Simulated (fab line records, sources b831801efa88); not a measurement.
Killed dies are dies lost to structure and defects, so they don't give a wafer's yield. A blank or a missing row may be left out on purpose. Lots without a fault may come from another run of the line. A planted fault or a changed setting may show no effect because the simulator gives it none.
Which tool did it? | flow gf180mcu | 13 lots, 39 wafers sampled, at 2 steps of a route of 602

WHAT THE GAUGES READ, wafer by wafer
GF_V5_BOW_MEAS_05. Usual: V5_BOW 131 um, standard deviation 8.6.
lot  | measured     | on            | V5_BOW (um) | flag
L867 | day 26 04:17 | film_metro-01 | 121 108 107 |
L868 | day 26 16:02 | film_metro-03 | 141 134 136 |
L869 | day 27 01:31 | film_metro-03 | 131 132 128 |
L870 | day 27 04:25 | film_metro-02 | 120 121 125 |
L871 | day 27 11:53 | film_metro-03 | 139 133 134 |
L872 | day 27 19:10 | film_metro-01 | 133 134 136 |
L875 | day 28 20:32 | film_metro-03 | 129 129 127 |
L879 | day 30 08:10 | film_metro-02 | 140 122 128 |
L880 | day 30 17:02 | film_metro-01 | 129 140 128 |
L885 | day 31 19:46 | film_metro-03 | 134 124 144 |
L887 | day 32 05:11 | film_metro-02 | 135 135 138 |
L889 | day 32 18:08 | film_metro-01 | 135 147 133 |
L890 | day 32 23:52 | film_metro-01 | 134 133 149 |

GF_V5_CD_MEAS_14: target cd 260 nm. Usual: cd_nm 259.8 nm, standard deviation 1.1.
lot  | measured     | on        | cd_nm (nm)        | flag
L867 | day 27 00:38 | cd_sem-02 | 260.9 259.9 260.1 |
L868 | day 27 12:19 | cd_sem-02 | 258.6 259.5 260.1 |
L869 | day 27 21:26 | cd_sem-02 | 260.0 260.4 261.0 |
L870 | day 28 00:17 | cd_sem-02 | 261.3 261.6 261.4 |
L871 | day 28 08:05 | cd_sem-01 | 259.4 259.2 260.3 |
L872 | day 28 14:59 | cd_sem-02 | 259.7 259.9 259.9 |
L875 | day 29 15:20 | cd_sem-02 | 260.5 259.5 260.8 |
L879 | day 31 02:14 | cd_sem-01 | 261.9 261.8 261.2 |
L880 | day 31 10:29 | cd_sem-02 | 258.7 259.1 257.2 |
L885 | day 32 11:53 | cd_sem-02 | 259.3 257.6 258.3 |
L887 | day 32 21:38 | cd_sem-02 | 259.8 259.9 260.7 |
L889 | day 33 10:50 | cd_sem-02 | 260.1 259.4 259.6 |
L890 | day 33 15:38 | cd_sem-01 | 260.3 259.5 261.3 |

WHICH TOOL RAN EACH LOT (tool, then ch and the chambers of the sampled wafers, then the start)
The record holds no process step before these readings.

WHAT THE TOOLS THEMSELVES READ (means of the sampled wafers that have a number; where no wafer has one, the mark that the record gives instead)
The record holds no such reading with a usual standard deviation.

THE ANSWER, worked out from the rows above alone
Rule: a lot is off if the mean of its wafers that have a number lies more than 3 standard deviations from the usual mean. A lot without any number at a reading at which 4 lots or more have one is off too. The other lots that the step has rows for count as sound. The gauges are gone through in route order, then the tools' own readings, and for those a lot's mean is taken as printed above. The first step at which some lot is off is used, and at that step the reading that is off furthest; a lot without a number counts as furthest.
No lot is off at any reading shown: from this, nothing can be told.

WHAT THE SIMULATOR HAD PUT IN
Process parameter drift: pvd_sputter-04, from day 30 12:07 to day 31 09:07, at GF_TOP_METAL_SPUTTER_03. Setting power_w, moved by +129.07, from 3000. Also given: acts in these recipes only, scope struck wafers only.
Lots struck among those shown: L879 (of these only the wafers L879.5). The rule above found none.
